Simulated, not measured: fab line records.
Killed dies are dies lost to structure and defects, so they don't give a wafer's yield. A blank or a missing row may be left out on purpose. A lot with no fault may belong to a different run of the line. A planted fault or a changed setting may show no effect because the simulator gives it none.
A struck lot beside a sound one | flow sky130 | 23 steps out of a route of 708
Sound: these wafers, L151.2, L151.3, L151.6. Struck: wafers L157.1, L157.3, L157.6. The cause comes at the end.
For every step that has rows: the tool of each side, followed by ch and its chambers, followed by its first start. Under that, the readings that differ: sound wafers | struck wafers | difference of the means | sigmas: that difference in standard deviations of wafers without a fault.
alike: readings with means less than 2 such deviations apart, plus words and numbers identical on both sides. not compared: withheld readings, readings lacking a value on some wafer, bounds such as >300 that could conceal the same value, and numbers that have no deviation in the record and whose values overlap.
A row with sigmas, a row that says differs or no value, or rows on one side alone: a step with any of these is where the two part. Non-overlapping numbers with no deviation appear without sigmas and do not part them. A reading that every wafer of one side lacks parts them only if that side has two wafers or more.

SKY_VIA1_THK_MEAS_23: measures by xrf.
  sound on filmMetro-02, day 38 03:55; struck on filmMetro-02, day 39 22:10
  alike: VIA1_W_THK
then, 1 step without rows for these wafers: SKY_VIA1_CMP_24 (polishes, stops on SiO2, t overpolish 15 s, target thk 0 nm).
SKY_METAL2_SPUTTER_00: material Ti, target thk 15 nm, time 10 s.
  sound on pvdSputter-03, day 38 04:16; struck on pvdSputter-03, day 39 22:32
  alike: throttleValvePct
SKY_METAL2_SPUTTER_01: material TiN, target thk 20 nm, time 16.7 s.
  sound on pvdSputter-03, day 38 04:18; struck on pvdSputter-03, day 39 22:33
  alike: throttleValvePct
SKY_METAL2_SPUTTER_02: material AlCu, target thk 250 nm, time 13.3 s.
  sound on pvdSputter-03, day 38 04:19; struck on pvdSputter-03, day 39 22:35
  alike: throttleValvePct
SKY_METAL2_SPUTTER_03: material Ti, target thk 5 nm, time 3.3 s.
  sound on pvdSputter-03, day 38 04:21; struck on pvdSputter-03, day 39 22:36
  alike: throttleValvePct
SKY_METAL2_SPUTTER_04: material TiN, target thk 70 nm, time 58.3 s.
  sound on pvdSputter-03, day 38 04:22; struck on pvdSputter-03, day 39 22:37
  alike: throttleValvePct
SKY_METAL2_RS_MEAS_05: the measuring method here is four-point-probe.
  sound on filmMetro-04, day 38 04:26; struck on filmMetro-02, day 39 22:40
  alike: METAL2_ALCU_RS
SKY_METAL2_THK_MEAS_06: measures by xrf.
  sound on filmMetro-04, day 38 04:32; struck on filmMetro-02, day 39 22:47
  alike: METAL2_ALCU_THK
then, 3 steps without rows for these wafers: SKY_METAL2_DEHYDRATE_07 (time 60 s); SKY_METAL2_HMDS_08 (prime time 60 s); SKY_METAL2_COAT_09 (resist thk 60 nm).
SKY_METAL2_COAT_10: resist thk 450 nm.
  sound on lithoTrack-04 ch 0, day 38 17:00; struck on lithoTrack-04 ch 0, day 40 10:00
reading                                      | sound                | struck               | difference | sigmas
spinSpeedRpm (rpm)                           | 3001.3 2999.9 3002.0 | 2952.5 2952.7 2951.4 | -48.9      | -22
model.KrF-thick_of_METAL2_COAT_10.thkNm (nm) | 450.5 451.8 450.4    | 453 452.1 452        | +1         | 
then, 4 steps without rows for these wafers: SKY_METAL2_SOFTBAKE_11 (time 90 s); SKY_METAL2_EXPOSE_12 (exposes mask MM2, target cd 140 nm); SKY_METAL2_PEB_13; SKY_METAL2_DEVELOP_14 (develop time 60 s).
SKY_METAL2_CD_MEAS_15 targets a cd of 140 nm.
  sound on cdSem-01, day 39 06:00; struck on cdSem-01, day 40 22:51
  alike: cdNm
SKY_METAL2_OVL_MEAS_16:
  sound on overlay-01, day 39 06:06; struck on overlay-01, day 40 22:58
reading         | sound    | struck   | difference | sigmas
METAL2_OVL (nm) | 14 12 11 | -2 -4 -4 | -16        | -3
then, 1 step without rows for these wafers: SKY_METAL2_DESCUM_17 (chemistry O2, time 8 s).
SKY_METAL2_ETCH_18: etches BARC in N2/H2, stops on SiO2, time 45.9 s, target depth 60 nm.
  sound on rieMetal-01 ch 0, day 39 06:10; struck on rieMetal-02 ch 0,1, day 40 23:02
  alike: drypumpMotorCurrentA, oesProductAu, throttleValvePct
  not compared: rfHoursCounterH, model.KrF-thick_of_METAL2_COAT_10.thkNm
then, 1 step without rows for these wafers: SKY_METAL2_METAL_ETCH_19 (etches the open film in Cl2/BCl3, stops on SiO2, target depth 360 nm, time 78 s).
-- the record jumps here: 9 days lie between the struck wafers' starts before and after (it left off in module METAL2 and takes up again in module PAD_OPEN, whose first step shown is number 708 of the route) --
SKY_PAD_OPEN_PROBE_99:
  sound on prober-01, day 48 23:53; struck on prober-01, day 50 07:59
  alike: defectLimitedYield, killed_at_M0_to_M3, killed_at_M4_up, killedAtContacts, killedAtFrontEnd, killedAtOther, killedDies, killedOpen, killedShort, sort_bin_3_pad_short, sort_bin_5_function, sort_bin_6_memory, sortNPass, sortYieldPct

== WHERE THEY PART ==
First at SKY_METAL2_COAT_10; last, within this record, at SKY_METAL2_OVL_MEAS_16. Later steps at which nothing parts them and some readings are alike: SKY_METAL2_ETCH_18, SKY_PAD_OPEN_PROBE_99.

WHY: what the simulator had put in
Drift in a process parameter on lithoTrack-04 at SKY_METAL2_COAT_10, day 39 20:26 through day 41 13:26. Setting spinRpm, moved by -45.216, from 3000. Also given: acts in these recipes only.
